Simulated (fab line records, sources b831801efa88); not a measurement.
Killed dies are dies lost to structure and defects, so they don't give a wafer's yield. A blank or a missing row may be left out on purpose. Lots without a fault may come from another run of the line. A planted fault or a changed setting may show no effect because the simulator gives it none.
Which tool did it? | flow sky130 | 6 lots, 18 wafers sampled, at 3 steps of a route of 708

WHAT THE GAUGES READ, wafer by wafer
SKY_SONOS_TUNNEL_TW_MEAS_12.
lot  | measured     | on            | SONOS_TUNNEL_TW
L629 | day 11 18:46 | film_metro-01 | 199.3 199.9 200.0
L633 | day 13 01:08 | film_metro-03 | 197.5 196.7 197.1
L638 | day 14 19:16 | film_metro-01 | 209.4 208.1 207.5 209.3 207.3 207.9
L642 | day 16 07:40 | film_metro-01 | 208.5 209.1 208.3 208.7 208.5 207.8
L649 | day 18 13:19 | film_metro-03 | 196.8 197.7 198.1
L651 | day 19 01:35 | film_metro-02 | 198.2 198.4 197.8

WHICH TOOL RAN EACH LOT (tool, then ch and the chambers of the sampled wafers, then the start)
lot  | SKY_VT_ADJUST_HVTP_STRIP_10          | SKY_SONOS_TUNNEL_IMPLANT_09
L629 | plasma_asher-03 ch 0,1, day 6 09:45  | implanter-04 ch 0, day 11 18:11
L633 | plasma_asher-04 ch 0,1, day 7 09:11  | implanter-02 ch 0, day 13 00:42
L638 | plasma_asher-03 ch 0,1, day 8 17:19  | implanter-02 ch 0, day 14 18:52
L642 | plasma_asher-04 ch 0,1, day 9 23:50  | implanter-02 ch 0, day 16 07:15
L649 | plasma_asher-04 ch 0, day 11 17:26   | implanter-01 ch 0, day 18 12:55
L651 | plasma_asher-03 ch 0,1, day 12 03:56 | implanter-04 ch 0, day 19 01:11
- SKY_VT_ADJUST_HVTP_STRIP_10: strips in O2/N2.
- SKY_SONOS_TUNNEL_IMPLANT_09

THE ANSWER, worked out from the rows above alone
Rule: what is usual is taken from the lots themselves. Put in order of their means at a reading, lots are off if they are a third of the lots or fewer, leave a main group of 4 or more, and stand apart from it by a gap of 3 or more times the standard deviation of the main group's means; of several such gaps the widest counts. A main group whose means are all the same, to the digits that the tables above print for the reading, isn't used. A lot without any number at a reading at which 4 lots or more have one is off too. The other lots that the step has rows for count as sound.
Off: L638, L642, at SKY_SONOS_TUNNEL_TW_MEAS_12 (SONOS_TUNNEL_TW). The main group: mean 198.1, standard deviation 1.
A tool fits if, at a process step before that reading, it ran every lot that is off, and no sound lot after the first of them. The gauges at SKY_SONOS_TUNNEL_TW_MEAS_12 are tried like those tools. Can't be told from this: 2 tools fit, implanter-02 at SKY_SONOS_TUNNEL_IMPLANT_09, film_metro-01 at SKY_SONOS_TUNNEL_TW_MEAS_12.

WHAT THE SIMULATOR HAD PUT IN
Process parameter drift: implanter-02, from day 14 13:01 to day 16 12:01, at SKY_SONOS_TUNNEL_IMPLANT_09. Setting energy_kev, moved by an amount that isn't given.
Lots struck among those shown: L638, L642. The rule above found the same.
